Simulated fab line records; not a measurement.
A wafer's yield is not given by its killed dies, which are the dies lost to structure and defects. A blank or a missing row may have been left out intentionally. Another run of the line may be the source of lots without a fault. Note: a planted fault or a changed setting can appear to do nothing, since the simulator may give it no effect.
fab line records | flow sfqLine
[record] lots = 15 | wafers = 45 | lastDay = 91
route steps=325 shown M0@35
lots that met no fault: taken from a fault-free run of the same line
startH: hours from the record's opening day to when the first of the lot's shown wafers began | waitH: how many hours have passed since the lot's step before this one | " identical to the entry in the row above | L1.1+2: a single row standing in for several wafers | - value missing, or start not given | * or withheld: withheld | < > ~ a bound
route shown NAME@n: names a module that has steps shown in the file, with the first one's number in the route | usual: mean/standard deviation taken from wafers without a fault | same: alike in all rows | chamber/n: place in a boat | sites: the reading at each site | _std_site: their standard deviation | _edge_site: outer sites' mean less inner sites' | radiusMm: how far each site lies from the wafer's centre | mask NAME#n: copy n | behind: tool/chamber where the wafer was last shaped | hold: the reason the lot was held/the length of the hold in hours/how it ended | device: whichever transistor did not switch (one of n, p or np) | end of line: tests of these same wafers at the route's end | a step given without rows: its recipe and nothing more | killed: at the first sort, the dies lost to defects and structure; wafer yield is something else | map: per-die view of a wafer (x killed, . not killed, _ where there is no die)
set.NAME: the setting the step ran with; set.NAME@STEP: the setting that earlier step ran with | model.NAME: the simulator's own value behind a step, which no gauge read
route steps across a sampled set of lots; one table per step, one row per wafer
services: the hour from which a tool's chamber was out of use, counted from the record's first day as startH (under 0 if before that day), plus the number of hours and why
[[steps]]
[step SFQ_TRILAYER_M0_LITHO_EXPOSE_022]
[recipe] maskId = M0 | na = 0.6 | sourceShape = conventional | sigmaOuter = 0.65 | targetCdNm = 500 | doseMj = 14.4
[usual] exposureDoseMJCm2 = 14.402/0.014
lot.wafer | tool          | chamber | startH | waitH | mask | exposureDoseMJCm2
L572.4    | krfScanner-01 | 0       | 238.89 | -     | M0#0 | 14.402
L572.5    | "             | 0       | "      | "     | M0#0 | 14.412
L572.6    | "             | 0       | "      | "     | M0#0 | 14.411
L573.1    | krfScanner-01 | 0       | 247.89 | -     | M0#0 | 14.386
L573.4    | "             | 0       | "      | "     | M0#0 | 14.410
L573.6    | "             | 0       | "      | "     | M0#0 | 14.399
L574.4    | krfScanner-01 | 0       | 253.29 | -     | M0#0 | 14.429
L574.5    | "             | 0       | "      | "     | M0#0 | 14.410
L574.6    | "             | 0       | "      | "     | M0#0 | 14.427
L575.1    | krfScanner-01 | 0       | 262.29 | -     | M0#0 | 10.554
L575.2    | "             | 0       | "      | "     | M0#0 | 10.548
L575.4    | "             | 0       | "      | "     | M0#0 | 10.554
L576.3    | krfScanner-01 | 0       | 278.29 | -     | M0#0 | 10.524
L576.5    | "             | 0       | "      | "     | M0#0 | 10.539
L576.6    | "             | 0       | "      | "     | M0#0 | 10.513
L577.1    | krfScanner-01 | 0       | 285.09 | -     | M0#0 | 10.560
L577.2    | "             | 0       | "      | "     | M0#0 | 10.550
L577.3    | "             | 0       | "      | "     | M0#0 | 10.542
L578.1    | krfScanner-01 | 0       | 292.29 | -     | M0#0 | 10.537
L578.3    | "             | 0       | "      | "     | M0#0 | 10.538
L578.6    | "             | 0       | "      | "     | M0#0 | 10.545
L585.2    | krfScanner-02 | 0       | 325.88 | -     | M0#0 | 14.428
L585.3    | "             | 0       | "      | "     | M0#0 | 14.409
L585.4    | "             | 0       | "      | "     | M0#0 | 14.431
L586.1    | krfScanner-02 | 0       | 326.88 | -     | M0#0 | 14.394
L586.5    | "             | 0       | "      | "     | M0#0 | 14.399
L586.6    | "             | 0       | "      | "     | M0#0 | 14.398
L587.1    | krfScanner-02 | 0       | 367.68 | -     | M0#0 | 14.381
L587.4    | "             | 0       | "      | "     | M0#0 | 14.365
L587.5    | "             | 0       | "      | "     | M0#0 | 14.386
L588.3    | krfScanner-02 | 0       | 372.88 | -     | M0#0 | 14.391
L588.4    | "             | 0       | "      | "     | M0#0 | 14.389
L588.5    | "             | 0       | "      | "     | M0#0 | 14.404
L589.2    | krfScanner-02 | 0       | 385.88 | -     | M0#0 | 14.385
L589.4    | "             | 0       | "      | "     | M0#0 | 14.394
L589.6    | "             | 0       | "      | "     | M0#0 | 14.406
L590.4    | krfScanner-02 | 0       | 397.08 | -     | M0#0 | 14.394
L590.5    | "             | 0       | "      | "     | M0#0 | 14.419
L590.6    | "             | 0       | "      | "     | M0#0 | 14.423
L591.1    | krfScanner-02 | 0       | 404.88 | -     | M0#0 | 14.414
L591.5    | "             | 0       | "      | "     | M0#0 | 14.401
L591.6    | "             | 0       | "      | "     | M0#0 | 14.403
L595.2    | krfScanner-02 | 0       | 457.10 | -     | M0#0 | 14.412
L595.4    | "             | 0       | "      | "     | M0#0 | 14.400
L595.5    | "             | 0       | "      | "     | M0#0 | 14.399
[[services]]
tool          | chamber | startH | hours | kind
krfScanner-02 | -       | 244.21 | 0.8   | pm
krfScanner-02 | -       | 252.16 | 4.0   | pm
krfScanner-02 | -       | 261.71 | 1.7   | repair
krfScanner-02 | -       | 270.58 | 1.0   | pm
krfScanner-02 | -       | 303.98 | 1.3   | pm
krfScanner-01 | -       | 305.49 | 1.3   | pm
krfScanner-01 | -       | 306.79 | 0.8   | pm
krfScanner-01 | -       | 330.90 | 0.8   | pm
krfScanner-01 | -       | 331.65 | 1.0   | pm
krfScanner-02 | -       | 413.28 | 0.8   | pm
krfScanner-02 | -       | 438.39 | 1.0   | pm
krfScanner-01 | -       | 453.18 | 1.3   | repair
[[key]]
[firstSign] step = SFQ_TRILAYER_M0_LITHO_EXPOSE_022 | reading = exposureDoseMJCm2 | direction = down | sigmas = 99+ | usual = 14.402 | struck = 10.542
effect none on later readings
metAt SFQ_TRILAYER_M0_LITHO_EXPOSE_022
struckLots L575,L576,L577,L578
onsetBetween 253.29 262.29
[fault] kind = processParameterDrift | tool = krfScanner-01 | chamber = - | onsetH = 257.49 | steps = SFQ_TRILAYER_M0_LITHO_EXPOSE_022 | channel = doseMj | offset = -3.8506 | shape = step | actsIn = theseRecipesOnly | stated = 14.4
